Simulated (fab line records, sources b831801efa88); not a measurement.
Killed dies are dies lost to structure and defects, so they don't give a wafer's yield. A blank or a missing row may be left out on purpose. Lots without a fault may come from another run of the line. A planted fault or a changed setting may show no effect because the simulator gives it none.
A struck lot beside a sound one | flow sky130 | 15 steps out of a route of 708
Sound: wafers L286.1, L286.2, L286.3. Struck: wafers L300.1, L300.3, L300.6. The cause comes at the end.
At each step with rows: each side's tool, then ch and its chambers, then its first start. Under that, the readings that differ: sound wafers | struck wafers | difference of the means | sigmas: that difference in standard deviations of wafers without a fault.
alike: readings whose means differ by less than 2 such deviations, and words and numbers that are the same on both sides. not compared: withheld readings, readings that some wafer has no value for, bounds like >300 that may hide the same value, and numbers for which the record gives no deviation and whose values overlap.
The two part at a step that has a row with sigmas, a row that says differs or no value, or rows on one side only. Numbers that don't overlap but have no deviation are shown without sigmas and don't part them. A reading that every wafer of one side lacks parts them only if that side has two wafers or more.

first, 7 steps without rows for these wafers: SKY_LDD_N_DEHYDRATE_00 (time 60 s); SKY_LDD_N_HMDS_01 (prime time 60 s); SKY_LDD_N_COAT_02 (resist thk 300 nm); SKY_LDD_N_SOFTBAKE_03 (time 57.73 s); SKY_LDD_N_EXPOSE_04 (exposes mask NTM, target cd 840 nm); SKY_LDD_N_PEB_05; SKY_LDD_N_DEVELOP_06 (develop time 60 s).
SKY_LDD_N_OVL_MEAS_07:
  sound on overlay-01, day 18 07:10; struck on overlay-02, day 23 11:18
  reading        | sound       | struck       | difference | sigmas
  LDD_N_OVL (nm) | 3.0 4.1 4.1 | -0.2 0.5 0.2 | -3.6       | -3
then, 4 steps without rows for these wafers: SKY_LDD_N_IMPLANT_08; SKY_LDD_N_IMPLANT_09; SKY_LDD_N_IMPLANT_10; SKY_LDD_N_IMPLANT_11.
SKY_LDD_N_IMPLANT_12:
  sound on implanter-01 ch 0, day 18 07:48; struck on implanter-03 ch 0, day 23 11:56
  reading            | sound           | struck            | difference | sigmas
  beam_on_s (s)      | 9.75 9.86 10.30 | 13.46 14.06 14.28 | +3.96      | +21
  faraday_current_uA | 28.9 28.6 27.3  | 21.0 20.1 19.8    | -8.0       | -15
  alike: beam_energy_keV, rotation_deg
then, 1 step without rows for these wafers: SKY_LDD_N_IMPLANT_13.
-- the record jumps here: 26 days lie between the struck wafers' starts before and after (it left off in module LDD_N and takes up again in module PAD_OPEN, whose first step shown is number 708 of the route) --
SKY_PAD_OPEN_PROBE_99:
  sound on prober-01, day 46 02:29; struck on prober-01, day 49 11:15
  reading                                 | sound                | struck               | difference | sigmas
  model.etest.nfet_01v8_lvt.vt_sat_v (V)  | 0.5228 0.5278 0.5383 | 0.5841 0.5745 0.5744 | +0.0480    |
  model.etest.sram_nfet_pass.vt_sat_v (V) | 0.5354 0.5537 0.5593 | 0.5894 0.5832 0.5757 | +0.0333    |
  model.etest.nfet_01v8.vt_sat_v (V)      | 0.6267 0.6281 0.6459 | 0.6782 0.6803 0.6761 | +0.0446    |
  model.etest.nfet_01v8_lvt.vt_v (V)      | 0.5965 0.5959 0.5975 | 0.6358 0.6414 0.6274 | +0.0382    |
  model.etest.nfet_01v8.vt_v (V)          | 0.6791 0.6791 0.6884 | 0.718 0.7234 0.7174  | +0.037     |
  model.etest.nfet_01v8_swapped.vt_v (V)  | 0.6801 0.6794 0.6884 | 0.7173 0.7234 0.7169 | +0.0366    |
  alike: killed_at_M0_to_M3, killed_at_M4_up, killed_at_contacts, killed_at_front_end, killed_at_other, killed_dies, killed_open, killed_short

WHERE THEY PART
First at SKY_LDD_N_OVL_MEAS_07; last, within this record, at SKY_LDD_N_IMPLANT_12. Later steps at which nothing parts them and some readings are alike: SKY_PAD_OPEN_PROBE_99.

WHY: what the simulator had put in
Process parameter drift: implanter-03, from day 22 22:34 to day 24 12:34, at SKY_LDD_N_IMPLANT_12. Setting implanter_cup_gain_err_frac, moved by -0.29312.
